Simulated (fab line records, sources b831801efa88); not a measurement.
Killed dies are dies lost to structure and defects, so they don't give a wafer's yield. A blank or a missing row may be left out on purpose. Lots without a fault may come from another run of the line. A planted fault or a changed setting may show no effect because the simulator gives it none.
One fault seen from 2 desks | flow sky130 | each desk has only its own numbers; what lay behind them comes last

THE TOOL OWNER'S DESK: implanter-02
The tool's own readings at SKY_SD_P_IMPLANT_09: means of the sampled wafers that have a number, for each lot that ran on this tool. A lot is out of limits, marked OUT, if its mean lies more than 4 standard deviations from the usual mean; the brackets give that distance.
Columns: A = beam_on_s at SKY_SD_P_IMPLANT_09, usual 13.1 s; B = dose_ions_cm2 at SKY_SD_P_IMPLANT_09, usual 3e+15; C = end_station_pressure_torr at SKY_SD_P_IMPLANT_09, usual 1.48e-05 Torr
lot  | first seen here | A    | B                       | C
L130 | day 25 15:55    | 11.2 | 3e+15                   | 1.64e-05
L138 | day 28 05:02    | 10.0 | 2e+15 (-99 or more) OUT | 1.57e-05
L139 | day 28 13:37    | 10.0 | 2e+15 (-99 or more) OUT | 1.56e-05
L150 | day 32 07:33    | 11.1 | 3e+15                   | 1.61e-05
L151 | day 32 10:29    | 11.1 | 3e+15                   | 1.58e-05
L153 | day 33 07:22    | 11.2 | 3e+15                   | 1.59e-05
This desk's finding: out of limits on L138, L139; first on L138, day 28 05:02 (dose_ions_cm2 at SKY_SD_P_IMPLANT_09). In limits: L130, L150, L151, L153.

THE METROLOGY DESK
What the gauges read, lot by lot, whatever tool the lot ran on: means of the sampled wafers that have a number. A lot is out of limits, marked OUT, if its mean lies more than 4 standard deviations from the usual mean; the brackets give that distance.
Columns: A = cd_nm at SKY_POLY_GATE_CD_MEAS_13, usual 150.2 nm; B = SD_P_TW at SKY_SD_P_TW_MEAS_11, usual 2855; C = SD_P_RS at SKY_SD_N_RS_MEAS_17, usual 147.0 ohm/sq; D = LOCAL_INTERCONNECT_TIN_RS at SKY_LOCAL_INTERCONNECT_RS_MEAS_01, usual 14.01 ohm/sq
lot  | first seen here | A     | B               | C                | D
L130 | day 15 23:46    | 148.3 | 2853            | 146.9            | 14.03
L134 | day 17 13:10    | 151.6 | 2846            | 146.7            | 14.01
L138 | day 19 00:25    | 148.8 | 2720 (-5.2) OUT | 150.8 (+8.0) OUT | 13.85
L139 | day 19 13:38    | 148.5 | 2769            | 150.4 (+7.2) OUT | 13.83
L143 | day 21 05:45    | 149.5 | 2886            | 147.1            | 13.98
L144 | day 21 15:42    | 153.1 | 2860            | 146.9            | 13.82
L146 | day 22 13:21    | 152.8 | 2822            | 146.5            | 13.93
L150 | day 23 23:45    | 150.5 | 2824            | 146.2            | 14.18
L151 | day 24 04:32    | 148.9 | 2870            | 146.6            | 13.94
L152 | day 24 13:11    | 148.4 | 2828            | 147.1            | 14.32
L153 | day 24 20:13    | 149.7 | 2823            | 147.5            | 13.88
This desk's finding: out of limits on L138, L139; first on L138, day 28 05:16 (SD_P_TW at SKY_SD_P_TW_MEAS_11). In limits: L130, L134, L143, L144, L146, L150, L151, L152, L153.

PUT TOGETHER
The tool owner's desk could have raised an alarm at day 28 05:02, on L138, L139.
The metrology desk could have raised an alarm at day 28 05:16, on L138, L139.
Of the lots named, all ran SKY_SD_P_IMPLANT_09 on implanter-02.

WHAT THE SIMULATOR HAD PUT IN
Process parameter drift: implanter-02, from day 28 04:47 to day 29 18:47, at SKY_SD_P_IMPLANT_09. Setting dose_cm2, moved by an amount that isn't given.
Lots struck among those shown: L138, L139.
Hours from the fault's start to each desk's first reading out of limits: the tool owner's desk, 0; the metrology desk, 0.
